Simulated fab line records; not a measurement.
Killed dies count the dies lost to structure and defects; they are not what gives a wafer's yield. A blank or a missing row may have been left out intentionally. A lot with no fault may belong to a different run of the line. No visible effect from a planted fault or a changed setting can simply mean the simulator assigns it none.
Struck lot and sound lot, side by side -- flow gf180mcu -- 16 out of 602 route steps
Sound: these wafers, L775.4, L775.5, L775.6. Struck: wafers L783.1, L783.3, L783.4. The cause is given at the end.
Each step with rows lists, per side, the tool, then ch with its chambers, then its first start. Under that, the readings that differ: sound wafers -- struck wafers -- difference of the means -- sigmas: that difference in standard deviations of wafers without a fault.
alike: readings whose means differ by less than 2 such deviations, and words and numbers that are the same on both sides. not compared: withheld readings, readings that some wafer has no value for, bounds like >300 that may hide the same value, and numbers for which the record gives no deviation and whose values overlap.
The two part at a step that has a row with sigmas, a row that says differs or no value, or rows on one side only. Non-overlapping numbers with no deviation appear without sigmas and do not part them. A reading missing from all wafers of one side parts the sides only when that side holds two or more wafers.

first, 9 steps without rows for these wafers: GF_MIM_STRIP_21 (strips in post etch residue remover, time 1200 s); GF_MIM_CLEAN_22 (cleans in DIW); GF_M5_DEHYDRATE_00 (time 60 s); GF_M5_HMDS_01 (prime time 60 s); GF_M5_COAT_02 (resist thk 1000 nm); GF_M5_SOFTBAKE_03 (time 60 s); GF_M5_EXPOSE_04 (exposes mask Metal5, target cd 280 nm); GF_M5_PEB_05 (peb time 90 s); GF_M5_DEVELOP_06 (develop time 60 s).
GF_M5_CD_MEAS_07 targets a cd of 280 nm.
  sound: cd sem-02 at day 27 00:29; struck: cd sem-01 at day 29 11:31
  alike: cd nm
GF_M5_OVL_MEAS_08:
  sound: overlay-01 at day 27 00:34; struck: overlay-01 at day 29 11:38
  alike: M5_OVL
GF_M5_ETCH_09: etches Si3N4 in CF4/O2, target depth 52 nm, time 11.6 s.
  sound on rie diel-01 ch 0,1,3, day 27 00:35; struck on rie diel-03 ch 0,1,3, day 29 11:41
reading,sound,struck,difference,sigmas
rf hours counter h (h),- - -,21 8 7,no value on the sound wafers,
  alike: bias w, drypump motor current A, oes product au, rf fwd power W, throttle valve pct
GF_M5_METAL_ETCH_10: etches the open film in Cl2/BCl3, stops on SiO2, target depth 750.8 nm, time 125.1 s.
  sound on rie metal-04 ch 0,1, day 27 00:39; struck on rie metal-01 ch 0,1, day 29 11:42
reading,sound,struck,difference,sigmas
oes product au (a.u.),0.997 1.001 0.982,0.907 0.898 0.899,-0.092,-17
rf fwd power W (W),796.4 794.6 799.6,670.0 668.7 671.2,-126.9,-53
throttle valve pct (%),28.216 28.221 28.223,28.326 28.332 28.322,+0.107,+11
model.KrF_of_M5_COAT_02.thk nm (nm),643.9 644.5 648.4,694.3 700.2 693.9,+50.5,
  alike: bias w, drypump motor current A
  not compared: rf hours counter h
GF_M5_STRIP_11: strips in O2/N2.
  sound on plasma asher-02 ch 0,1, day 27 00:46; struck on plasma asher-01 ch 0,1, day 29 11:50
reading,sound,struck,difference,sigmas
oes product au (a.u.),0.523 0.524 0.526,0.537 0.542 0.544,+0.017,+3
strip time to endpoint s (s),6.97 6.96 7.01,7.49 7.55 7.48,+0.53,+12
  alike: drypump motor current A, heater power w
  not compared: rf hours counter h
then, 2 steps without rows for these wafers: GF_M5_STRIP_12 (strips in post etch residue remover, time 1200 s); GF_PASSIVATION_PROBE_99.

WHERE THEY PART
First at GF_M5_ETCH_09; last, within this record, at GF_M5_STRIP_11.

WHY: whatever the simulator had introduced
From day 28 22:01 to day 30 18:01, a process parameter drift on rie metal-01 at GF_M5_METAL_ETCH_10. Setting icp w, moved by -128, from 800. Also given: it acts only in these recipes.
